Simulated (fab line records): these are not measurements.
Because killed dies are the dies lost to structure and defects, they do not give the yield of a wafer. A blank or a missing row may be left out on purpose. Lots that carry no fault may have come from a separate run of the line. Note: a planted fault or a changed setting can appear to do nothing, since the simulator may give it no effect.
A struck lot beside a sound one ; flow sky130 ; 43 out of 708 route steps
Sound: the wafers L102.2, L102.3, L102.5. Wafers struck: L998.3, L998.4, L998.5. Last of all comes the cause.
Per side, at each step with rows, come the tool, then ch with its chambers, and then its first start. Under that, the readings that differ: sound wafers ; struck wafers ; difference of the means ; sigmas: that difference in standard deviations of wafers without a fault.
alike: a reading whose means differ by less than 2 such deviations, as well as words and numbers matching on both sides. not compared: withheld readings; readings where some wafer has no value; bounds like >300 that might hide an equal value; numbers whose values overlap and for which the record gives no deviation.
The two part at a step that has a row with sigmas, a row that says differs or no value, or rows on one side only. Numbers that don't overlap but have no deviation are shown without sigmas and don't part them. A reading missing from all wafers of one side parts the sides only when that side holds two or more wafers.

first, 1 step without rows for these wafers: SKY_POLY_GATE_CVD_03 (deposits Si3N4 from DCS/NH3, target thk 75 nm, time 1290 s).
SKY_POLY_GATE_THK_MEAS_04:
  sound on film metro-02, day 20 23:13; struck on film metro-02, day 18 15:44
  alike: POLY_GATE_CVD_03_THK
then, 8 steps without rows for these wafers: SKY_POLY_GATE_DEHYDRATE_05 (time 60 s); SKY_POLY_GATE_HMDS_06 (prime time 60 s); SKY_POLY_GATE_COAT_07 (resist thk 110 nm); SKY_POLY_GATE_COAT_08 (resist thk 450 nm); SKY_POLY_GATE_SOFTBAKE_09 (time 90 s); SKY_POLY_GATE_EXPOSE_10 (exposes mask P1M, target cd 150 nm); SKY_POLY_GATE_PEB_11; SKY_POLY_GATE_DEVELOP_12 (develop time 60 s).
SKY_POLY_GATE_CD_MEAS_13: target cd 150 nm.
  sound on cd sem-02, day 22 05:45; struck on cd sem-02, day 19 21:40
  alike: cd nm
SKY_POLY_GATE_OVL_MEAS_14:
  sound on overlay-01, day 22 05:52; struck on overlay-01, day 19 21:46
  alike: POLY_GATE_OVL
SKY_POLY_GATE_ETCH_15: etches BARC in N2/H2, stops on SiO2, time 116.5 s, target depth 110 nm.
  sound on rie diel-03 ch 0,1,3, day 22 05:53; struck on rie diel-02 ch 1,2, day 19 21:47
  alike: drypump motor current A, oes product au, throttle valve pct
  not compared: rf hours counter h
SKY_POLY_GATE_ETCH_16: etches Si3N4 in CH3F/O2, stops on poly-Si, time 147.5 s, target depth 75 nm.
  sound on rie diel-03 ch 0,1,3, day 22 05:58; struck on rie diel-02 ch 1,2, day 19 21:52
reading;sound;struck;difference;sigmas
drypump motor current A (A);5.9 6.2 5.5;4.7 4.9 4.9;-1.0;-2
  alike: ch3f flow sccm, oes product au, throttle valve pct
  not compared: rf hours counter h
SKY_POLY_GATE_ETCH_17: etches poly-Si in HBr/Cl2, stops on SiO2, target depth 180 nm, time 70.5 s.
  sound on rie si-01 ch 0,2,3, day 22 06:04; struck on rie si-02 ch 1,3, day 19 21:58
  alike: HBr_flow_sccm, drypump motor current A, oes product au, throttle valve pct
  not compared: rf hours counter h
SKY_POLY_GATE_STRIP_18: strips in O2/N2.
  sound on plasma asher-02 ch 0,1, day 22 06:08; struck on plasma asher-02 ch 0,1, day 19 22:04
  alike: drypump motor current A, oes product au, strip time to endpoint s
  not compared: rf hours counter h
then, 2 steps without rows for these wafers: SKY_POLY_GATE_CLEAN_19 (cleans in SC1/SC2, time 150 s); SKY_POLY_GATE_OXIDATION_20 (stabilise 600 s, purge 300 s, target thk 4 nm).
SKY_POLY_GATE_THK_MEAS_21:
  sound on film metro-03, day 22 07:32; struck on film metro-02, day 19 23:47
  alike: POLY_GATE_OXIDATION_THK
SKY_POLY_GATE_CD_MEAS_22:
  sound on cd sem-01, day 22 07:37; struck on cd sem-02, day 19 23:53
  alike: cd nm
then, 7 steps without rows for these wafers: SKY_LDD_N_DEHYDRATE_00 (time 60 s); SKY_LDD_N_HMDS_01 (prime time 60 s); SKY_LDD_N_COAT_02 (resist thk 300 nm); SKY_LDD_N_SOFTBAKE_03 (time 60 s); SKY_LDD_N_EXPOSE_04 (exposes mask NTM, target cd 840 nm); SKY_LDD_N_PEB_05; SKY_LDD_N_DEVELOP_06 (develop time 60 s).
SKY_LDD_N_OVL_MEAS_07:
  sound on overlay-01, day 23 13:43; struck on overlay-01, day 21 06:28
reading;sound;struck;difference;sigmas
LDD_N_OVL (nm);-0.7 -0.4 -1.8;3.2 3.8 1.7;+3.9;+2
then, 8 steps without rows for these wafers: SKY_LDD_N_IMPLANT_08; SKY_LDD_N_IMPLANT_09; SKY_LDD_N_IMPLANT_10; SKY_LDD_N_IMPLANT_11; SKY_LDD_N_IMPLANT_12; SKY_LDD_N_IMPLANT_13; SKY_LDD_N_IMPLANT_14; SKY_LDD_N_IMPLANT_15.
SKY_LDD_N_STRIP_16: strips in O2/N2.
  sound on plasma asher-03 ch 0,1, day 23 14:57; struck on plasma asher-04 ch 0,1, day 21 07:44
  alike: drypump motor current A, oes product au, strip time to endpoint s
  not compared: rf hours counter h
SKY_LDD_N_TW_MEAS_17:
  sound on film metro-04, day 23 15:04; struck on film metro-02, day 21 07:49
  alike: LDD_N_TW
then, 4 steps without rows for these wafers: SKY_LDD_P_DEHYDRATE_00 (time 60 s); SKY_LDD_P_HMDS_01 (prime time 60 s); SKY_LDD_P_COAT_02 (resist thk 1140 nm); SKY_LDD_P_SOFTBAKE_03 (time 60 s).
-- a jump in the record: the struck wafers' starts before and after are 27 days apart (it breaks off in module LDD_P and resumes in module PAD_OPEN, where the first step shown is number 708 of the route) --
SKY_PAD_OPEN_PROBE_99:
  sound on prober-02, day 49 11:46; struck on prober-01, day 48 07:50
reading;sound;struck;difference;sigmas
hold;- - -;await dispo/3.0h/release await dispo/3.0h/release await dispo/3.0h/release;no value on the sound wafers;
killed at front end;13 10 14;55 54 58;+43;+9
killed dies;105 82 86;106 127 135;+32;+3
  alike: killed_at_M0_to_M3, killed_at_M4_up, killed at contacts, killed at other, killed open, killed short

== WHERE THEY PART ==
At SKY_POLY_GATE_ETCH_16 first; at SKY_PAD_OPEN_PROBE_99 last (within this record only).

WHY: what had been put in by the simulator
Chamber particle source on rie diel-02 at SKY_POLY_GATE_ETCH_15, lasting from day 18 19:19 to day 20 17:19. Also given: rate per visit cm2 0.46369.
